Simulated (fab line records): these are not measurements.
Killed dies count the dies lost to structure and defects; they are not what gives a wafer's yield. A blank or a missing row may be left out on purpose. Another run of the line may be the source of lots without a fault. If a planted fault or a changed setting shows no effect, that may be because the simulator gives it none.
Which of the tools did it? | flow sky130 | Sampling: 11 lots, 31 wafers, 2 of 708 route steps

## WHAT THE GAUGES SHOWED, per wafer
SKY_DNWELL_TW_MEAS_09.
lot  | measured    | on            | DNWELL_TW
L331 | day 3 03:43 | film metro-04 | 1091 1095 1089
L332 | day 3 10:02 | film metro-02 | 1110 1109 1107
L334 | day 3 21:42 | film metro-02 | 1099 1103 1100
L338 | day 4 20:02 | film metro-02 | 1100 1105 1101
L340 | day 5 04:47 | film metro-02 | 1094 1099
L341 | day 5 10:35 | film metro-03 | 1112 1121
L346 | day 6 15:56 | film metro-02 | 1099 1099 1099
L347 | day 6 22:03 | film metro-02 | 1107 1105 1111
L350 | day 7 10:13 | film metro-02 | 1097 1102 1103
L352 | day 8 04:50 | film metro-04 | 1088 1096 1096
L353 | day 8 12:05 | film metro-03 | 1116 1118 1112

## WHAT TOOL EACH LOT RAN ON (gives the tool, then ch and the chambers of the sampled wafers, and finally the start)
lot  | SKY_FIELD_ISO_STRIP_16
L331 | plasma asher-02 ch 0,1, day 2 04:06
L332 | plasma asher-02 ch 0,1, day 2 12:05
L334 | plasma asher-04 ch 0,1, day 2 21:04
L338 | plasma asher-02 ch 0,1, day 3 16:44
L340 | plasma asher-02 ch 0, day 4 02:52
L341 | plasma asher-02 ch 0, day 4 09:14
L346 | plasma asher-02 ch 0,1, day 5 10:41
L347 | plasma asher-02 ch 0,1, day 5 16:10
L350 | plasma asher-04 ch 0,1, day 6 08:08
L352 | plasma asher-03 ch 0,1, day 6 19:14
L353 | plasma asher-02 ch 0,1, day 7 01:02
- SKY_FIELD_ISO_STRIP_16: strips in O2/N2.

## WHAT THE TOOLS THEMSELVES READ (means of the sampled wafers that have a number; where no wafer has one, the mark that the record gives instead)
SKY_FIELD_ISO_STRIP_16.
lot  | tool            | drypump motor current A (A) | n2 flow sccm (sccm) | oes product au (a.u.) | strip time to endpoint s (s)
L331 | plasma asher-02 | 5.46                        | 300.5               | 0.380                 | 3.54
L332 | plasma asher-02 | 5.56                        | 300.2               | 0.384                 | 3.59
L334 | plasma asher-04 | 5.47                        | 300.7               | 0.375                 | 3.55
L338 | plasma asher-02 | 5.46                        | 299.4               | 0.373                 | 3.50
L340 | plasma asher-02 | 5.36                        | 298.4               | 0.372                 | 3.55
L341 | plasma asher-02 | 5.31                        | 299.6               | 0.384                 | 3.54
L346 | plasma asher-02 | 5.57                        | 299.7               | 0.382                 | 3.54
L347 | plasma asher-02 | 5.57                        | 300.5               | 0.372                 | 3.56
L350 | plasma asher-04 | 5.42                        | 300.1               | 0.375                 | 3.53
L352 | plasma asher-03 | 5.64                        | 300.8               | 0.377                 | 3.55
L353 | plasma asher-02 | 5.58                        | 300.3               | 0.373                 | 3.57

## THE ANSWER, worked out from the rows above alone
Rule: the usual values come from the lots themselves. The widest of any qualifying gaps counts: lots, ordered by their means at a reading, are off when they make up no more than a third of the lots, leave a main group of 4 or more, and stand apart from it by 3 or more times the standard deviation of that group's means. A main group is skipped when, at the precision printed for the reading in the tables above, its means are all equal. Also off: a lot with no number at a reading for which 4 or more lots have one. Any other lot the step has rows for is counted as sound. After the gauges, taken in route order, come the tools' own readings; for these a lot's mean is taken, as printed above. At the first step where some lot is off, the reading lying furthest off is the one used; lots without a number count as furthest.
Nothing can be told from this: no lot is off at any reading shown.

## WHAT THE SIMULATOR PUT IN
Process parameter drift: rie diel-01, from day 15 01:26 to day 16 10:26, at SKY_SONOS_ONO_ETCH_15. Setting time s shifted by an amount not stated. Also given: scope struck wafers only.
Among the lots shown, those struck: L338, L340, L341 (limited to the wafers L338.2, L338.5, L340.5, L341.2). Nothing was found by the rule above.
